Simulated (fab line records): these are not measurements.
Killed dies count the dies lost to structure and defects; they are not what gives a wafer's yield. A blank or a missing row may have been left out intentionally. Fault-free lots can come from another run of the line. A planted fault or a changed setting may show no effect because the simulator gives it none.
Which tool was responsible?	flow sky130	11 lots with 33 wafers sampled at 5 steps, on a route of 708 steps

## WHAT THE GAUGES READ, wafer by wafer
SKY_CONTACT_RS_MEAS_25: measures by four-point-probe. Usual: CONTACT_W_RS gives 0.3364 ohm/sq (standard deviation 0.0029).
lot	measured	on	CONTACT_W_RS (ohm/sq)	flag
L733	day 31 13:38	filmMetro-03	0.3428 0.3391 0.3421	
L735	day 32 12:54	filmMetro-04	0.3357 0.3290 0.3339	
L736	day 33 04:19	filmMetro-04	0.3382 0.3380 0.3374	
L740	day 34 01:36	filmMetro-03	0.3337 0.3343 0.3379	
L741	day 34 15:14	filmMetro-03	0.3361 0.3375 0.3337	
L743	day 35 00:51	filmMetro-03	0.3410 0.3366 0.3364	
L751	day 38 01:38	filmMetro-04	0.3364 0.3428 0.3385	
L753	day 38 03:54	filmMetro-04	0.3328 0.3359 0.3350	
L752	day 38 04:59	filmMetro-03	0.3347 0.3338 0.3352	
L754	day 38 10:04	filmMetro-03	0.3331 0.3362 0.3344	
L755	day 38 19:54	filmMetro-03	0.3307 0.3323 0.3348	

SKY_VIA1_BOW_MEAS_03. Usual: VIA1_BOW gives 79 um (standard deviation 6.8).
lot	measured	on	VIA1_BOW (um)	flag
L733	day 32 18:38	filmMetro-02	81 81 74	
L735	day 33 17:34	filmMetro-04	76 77 87	
L736	day 34 09:13	filmMetro-04	66 72 80	
L740	day 35 05:16	filmMetro-04	77 67 70	
L741	day 35 18:28	filmMetro-04	78 91 74	
L743	day 36 05:39	filmMetro-01	76 76 81	
L751	day 39 05:11	filmMetro-02	85 84 84	
L753	day 39 06:16	filmMetro-01	80 88 88	
L752	day 39 08:08	filmMetro-01	69 74 84	
L754	day 39 13:04	filmMetro-04	72 78 81	
L755	day 39 22:35	filmMetro-04	90 82 86	

## EACH LOT AND THE TOOL THAT RAN IT (in order: tool; ch and the chambers of the sampled wafers; start)
lot	SKY_METAL1_SPUTTER_00	SKY_METAL1_METAL_ETCH_19	SKY_METAL1_STRIP_20
L733	pvdSputter-03, day 31 14:07	rieMetal-02 ch 0,1, day 32 17:29	plasmaAsher-02 ch 0,1, day 32 17:35
L735	pvdSputter-01, day 32 13:23	rieMetal-03 ch 0,1, day 33 16:08	plasmaAsher-01 ch 0,1, day 33 16:14
L736	pvdSputter-03, day 33 04:47	rieMetal-03 ch 0,1, day 34 08:00	plasmaAsher-02 ch 1, day 34 08:05
L740	pvdSputter-03, day 34 02:05	rieMetal-02 ch 0, day 35 04:06	plasmaAsher-02 ch 0,1, day 35 04:11
L741	pvdSputter-01, day 34 15:43	rieMetal-02 ch 0,1, day 35 16:54	plasmaAsher-02 ch 0,1, day 35 16:59
L743	pvdSputter-01, day 35 01:17	rieMetal-03 ch 0,1, day 36 04:02	plasmaAsher-02 ch 0,1, day 36 04:08
L751	pvdSputter-01, day 38 02:07	rieMetal-01 ch 0, day 39 03:56	plasmaAsher-02 ch 0,1, day 39 04:07
L753	pvdSputter-03, day 38 04:23	rieMetal-02 ch 0,1, day 39 05:06	plasmaAsher-02 ch 0,1, day 39 05:11
L752	pvdSputter-04, day 38 05:27	rieMetal-02 ch 0,1, day 39 06:53	plasmaAsher-03 ch 0, day 39 06:59
L754	pvdSputter-03, day 38 10:33	rieMetal-02 ch 1, day 39 11:55	plasmaAsher-03 ch 0,1, day 39 12:00
L755	pvdSputter-03, day 38 20:23	rieMetal-01 ch 0,1, day 39 21:25	plasmaAsher-01 ch 0,1, day 39 21:30
- SKY_METAL1_SPUTTER_00: material Ti, target thk 15 nm, time 10 s.
- SKY_METAL1_METAL_ETCH_19: etches the open film in Cl2/BCl3, stops on SiO2, target depth 360 nm, time 78 s.
- SKY_METAL1_STRIP_20: strips in O2/N2.

## AS READ BY THE TOOLS THEMSELVES (means over the sampled wafers that have a number; for cases with no such wafer, the mark the record gives instead)
SKY_METAL1_SPUTTER_00. Usual: throttleValvePct reads 29.8 % (standard deviation 0.81).
lot	tool	throttleValvePct (%)	flag
L733	pvdSputter-03	30.3	
L735	pvdSputter-01	29.6	
L736	pvdSputter-03	29.5	
L740	pvdSputter-03	29.2	
L741	pvdSputter-01	29.5	
L743	pvdSputter-01	29.8	
L751	pvdSputter-01	29.7	
L753	pvdSputter-03	30.3	
L752	pvdSputter-04	30.3	
L754	pvdSputter-03	29.4	
L755	pvdSputter-03	29.3	

SKY_METAL1_METAL_ETCH_19. Usual: drypumpMotorCurrentA 5.6 A, standard deviation 0.38; oesProductAu 0.855 a.u., standard deviation 0.0057; throttleValvePct 22.264 %, standard deviation 0.0097.
lot	tool	drypumpMotorCurrentA (A)	oesProductAu (a.u.)	throttleValvePct (%)	flag
L733	rieMetal-02	5.4	0.851	22.259	
L735	rieMetal-03	5.6	0.855	22.260	
L736	rieMetal-03	5.6	0.851	22.262	
L740	rieMetal-02	5.0	0.851	22.265	
L741	rieMetal-02	5.3	0.829	22.269	OFF
L743	rieMetal-03	5.5	0.852	22.262	
L751	rieMetal-01	6.3	0.857	22.261	
L753	rieMetal-02	5.4	0.855	22.260	
L752	rieMetal-02	5.4	0.858	22.279	
L754	rieMetal-02	5.6	0.860	22.268	
L755	rieMetal-01	6.1	0.854	22.273	

SKY_METAL1_STRIP_20. Usual: drypumpMotorCurrentA 5.6 A, standard deviation 0.56; oesProductAu 0.342 a.u., standard deviation 0.0045; stripTimeToEndpointS 2.68 s, standard deviation 0.043.
lot	tool	drypumpMotorCurrentA (A)	oesProductAu (a.u.)	stripTimeToEndpointS (s)	flag
L733	plasmaAsher-02	5.3	0.342	2.65	
L735	plasmaAsher-01	6.3	0.338	2.66	
L736	plasmaAsher-02	4.9	0.345	2.72	
L740	plasmaAsher-02	5.1	0.343	2.67	
L741	plasmaAsher-02	5.1	0.334	2.49	OFF
L743	plasmaAsher-02	5.3	0.341	2.69	
L751	plasmaAsher-02	5.1	0.344	2.69	
L753	plasmaAsher-02	5.1	0.342	2.66	
L752	plasmaAsher-03	5.9	0.340	2.65	
L754	plasmaAsher-03	6.0	0.339	2.62	
L755	plasmaAsher-01	6.4	0.346	2.66	

## THE ANSWER, worked out from the rows above alone
Rule: a lot is off if the mean of its wafers that have a number lies more than 3 standard deviations from the usual mean. Also off: a lot with no number at a reading for which 4 or more lots have one. The other lots that the step has rows for count as sound. First the gauges in route order, then the tools' own readings, where a lot's mean is used as printed above. At the first step where some lot is off, the reading lying furthest off is the one used; lots without a number count as furthest.
Off, at SKY_METAL1_METAL_ETCH_19 on oesProductAu: L741.
If a tool, at that step or one of the process steps before it, ran each lot that is off and ran no sound lot following the first of them, it fits. Of those tried, none fits.

## WHAT THE SIMULATOR PUT IN
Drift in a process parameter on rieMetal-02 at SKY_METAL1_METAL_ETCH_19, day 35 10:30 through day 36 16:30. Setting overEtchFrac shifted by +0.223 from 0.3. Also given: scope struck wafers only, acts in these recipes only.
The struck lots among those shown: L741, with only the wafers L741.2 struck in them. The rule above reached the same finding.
